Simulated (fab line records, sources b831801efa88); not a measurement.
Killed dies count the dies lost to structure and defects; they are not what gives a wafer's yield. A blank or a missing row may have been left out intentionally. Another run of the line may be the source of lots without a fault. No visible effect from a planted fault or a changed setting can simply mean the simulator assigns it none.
Which tool was responsible? | flow sky130 | Sampling: 13 lots, 39 wafers, 3 of 708 route steps

## WHAT EACH GAUGE READ, for each wafer
SKY_VT_ADJUST_NCORE_OVL_MEAS_08. Usual: for VT_ADJUST_NCORE_OVL the level is 0.6 nm and the standard deviation is 1.4.
lot  | measured     | on         | VT_ADJUST_NCORE_OVL (nm) | flag
L851 | day 8 14:07  | overlay-02 | 0.0 -0.1 0.0             |
L852 | day 9 02:04  | overlay-01 | 0.4 1.3 -0.2             |
L853 | day 9 07:38  | overlay-02 | -0.1 1.0 0.5             |
L855 | day 10 01:14 | overlay-02 | 0.1 -0.7 0.4             |
L856 | day 10 04:56 | overlay-01 | -1.6 1.0 -0.3            |
L858 | day 10 14:48 | overlay-02 | 1.3 1.9 1.0              |
L860 | day 11 09:58 | overlay-01 | 0.1 0.2 1.4              |
L861 | day 11 16:30 | overlay-01 | 1.9 0.3 2.2              |
L862 | day 11 22:38 | overlay-01 | 0.4 1.4 1.4              |
L866 | day 13 22:11 | overlay-01 | 0.2 -0.4 -0.7            |
L871 | day 14 23:58 | overlay-01 | 0.0 -1.6 1.1             |
L873 | day 15 09:46 | overlay-01 | 0.1 -1.1 0.9             |
L872 | day 15 11:24 | overlay-02 | -0.2 1.1 0.3             |

SKY_SD_P_CD_MEAS_07: target cd 380 nm. Usual: cd_nm reads 379.7 nm (standard deviation 2.4).
lot  | measured     | on        | cd_nm (nm)        | flag
L851 | day 25 07:56 | cd_sem-02 | 379.6 380.5 378.7 |
L852 | day 26 04:15 | cd_sem-01 | 375.7 377.0 378.7 |
L853 | day 26 10:50 | cd_sem-02 | 380.8 379.7 379.8 |
L855 | day 27 07:20 | cd_sem-02 | 379.5 379.4 378.3 |
L856 | day 27 14:22 | cd_sem-02 | 377.3 377.5 380.4 |
L858 | day 27 23:13 | cd_sem-02 | 380.7 378.1 377.7 |
L860 | day 28 23:39 | cd_sem-01 | 376.7 376.1 375.7 |
L861 | day 29 06:29 | cd_sem-02 | 376.4 378.5 377.5 |
L862 | day 29 23:23 | cd_sem-01 | 379.6 379.0 379.7 |
L866 | day 31 13:20 | cd_sem-01 | 386.1 383.8 383.3 |
L871 | day 32 18:37 | cd_sem-02 | 381.3 381.9 382.6 |
L873 | day 32 22:32 | cd_sem-01 | 376.9 376.7 377.9 |
L872 | day 33 02:08 | cd_sem-02 | 379.2 382.0 381.1 |

## EACH LOT AND THE TOOL THAT RAN IT (in order: tool; ch and the chambers of the sampled wafers; start)
lot  | SKY_GATE_OXIDE_OXIDATION_16
L851 | furnace-02 ch 0, day 13 20:22
L852 | furnace-01 ch 0, day 14 13:58
L853 | furnace-01 ch 0, day 14 21:58
L855 | furnace-02 ch 0, day 15 17:38
L856 | furnace-01 ch 0, day 15 20:13
L858 | furnace-02 ch 0, day 16 08:37 and furnace-01 ch 0, day 16 10:34
L860 | furnace-01 ch 0, day 17 09:11
L861 | furnace-02 ch 0, day 17 13:58 and furnace-01 ch 0, day 17 16:20
L862 | furnace-02 ch 0, day 17 23:59
L866 | furnace-01 ch 0, day 20 07:02 and furnace-02 ch 0, day 20 09:11
L871 | furnace-02 ch 0, day 21 14:44
L873 | furnace-02 ch 0, day 21 22:03
L872 | furnace-02 ch 0, day 22 00:35
- SKY_GATE_OXIDE_OXIDATION_16: stabilise 600 s, purge 300 s, target thk 3.57 nm.

## AS READ BY THE TOOLS THEMSELVES (means over the sampled wafers that have a number; for cases with no such wafer, the mark the record gives instead)
SKY_GATE_OXIDE_OXIDATION_16. Usual: spike_tc_centre_C 799.2 C, standard deviation 1; zone_power_top_pct 28.6 %, standard deviation 0.49.
lot  | tool                  | spike_tc_centre_C (C) | zone_power_top_pct (%) | flag
L851 | furnace-02            | 800.3                 | 28.1                   |
L852 | furnace-01            | 799.0                 | 29.0                   |
L853 | furnace-01            | 799.6                 | 29.2                   |
L855 | furnace-02            | 799.9                 | 28.3                   |
L856 | furnace-01            | 799.4                 | 29.1                   |
L858 | furnace-02/furnace-01 | 799.6                 | 28.6                   |
L860 | furnace-01            | 800.1                 | 29.0                   |
L861 | furnace-02/furnace-01 | 798.7                 | 28.6                   |
L862 | furnace-02            | 798.6                 | 28.2                   |
L866 | furnace-01/furnace-02 | 798.7                 | 28.6                   |
L871 | furnace-02            | 799.1                 | 28.5                   |
L873 | furnace-02            | 798.6                 | 28.3                   |
L872 | furnace-02            | 798.8                 | 28.4                   |

## THE ANSWER, worked out from the rows above alone
Rule: take the mean of a lot's wafers that have a number; if it is more than 3 standard deviations from the usual mean, the lot is off. Also off: a lot with no number at a reading for which 4 or more lots have one. Where the step has rows for the other lots, those lots are counted as sound. First the gauges in route order, then the tools' own readings, where a lot's mean is used as printed above. The first step at which some lot is off is used, and at that step the reading that is off furthest; a lot without a number counts as furthest.
Nothing can be told from this: no lot is off at any reading shown.

## WHAT THE SIMULATOR HAD PUT IN
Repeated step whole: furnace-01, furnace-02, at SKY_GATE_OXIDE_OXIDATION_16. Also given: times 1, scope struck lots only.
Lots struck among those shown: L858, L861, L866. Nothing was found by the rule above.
